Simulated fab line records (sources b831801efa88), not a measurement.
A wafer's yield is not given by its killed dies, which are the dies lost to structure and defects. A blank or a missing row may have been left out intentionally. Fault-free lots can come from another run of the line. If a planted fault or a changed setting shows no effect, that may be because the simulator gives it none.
The same fault as seen by 2 desks -- flow gf180mcu -- each desk holds nothing but its own numbers, with what lay behind them at the end

## METROLOGY DESK
Means of the sampled wafers that have a number, per lot and without regard to the tool the lot ran on: this is what the gauges read. The brackets show how far a lot's mean lies from the usual mean; more than 4 standard deviations puts the lot out of limits, marked OUT.
Columns: A = cd-nm at GF_V5_CD_MEAS_14, usual 260.2 nm; B = V5_OVL at GF_V5_OVL_MEAS_15, usual -1 nm
lot,first seen here,A,B
L825,day 27 07:40,259.0,-0
L831,day 29 08:14,261.4,-6
L837,day 30 16:28,259.9,0
L846,day 33 02:08,260.3,-2
L847,day 33 10:40,258.9,-1
Result from this desk: across the 5 lots, nothing is out of limits.

## FOR THE TOOL OWNER'S DESK: pvd-sputter-03
The tool's own readings at GF_V5_SPUTTER_21 (material Ti, target thk 15 nm, time 80.02 s): means of the sampled wafers that have a number, for each lot that ran on this tool. The brackets show how far a lot's mean lies from the usual mean; more than 4 standard deviations puts the lot out of limits, marked OUT.
Columns: A = throttle-valve-pct at GF_V5_SPUTTER_21, usual 29.6 %
lot,first seen here,A
L837,day 30 17:18,28.7
This desk's finding: nothing out of limits on the one lot.

## BROUGHT TOGETHER
Nothing out of limits was seen by the metrology desk.
Nothing out of limits was seen by the tool owner's desk.

## WHAT THE SIMULATOR HAD INSERTED
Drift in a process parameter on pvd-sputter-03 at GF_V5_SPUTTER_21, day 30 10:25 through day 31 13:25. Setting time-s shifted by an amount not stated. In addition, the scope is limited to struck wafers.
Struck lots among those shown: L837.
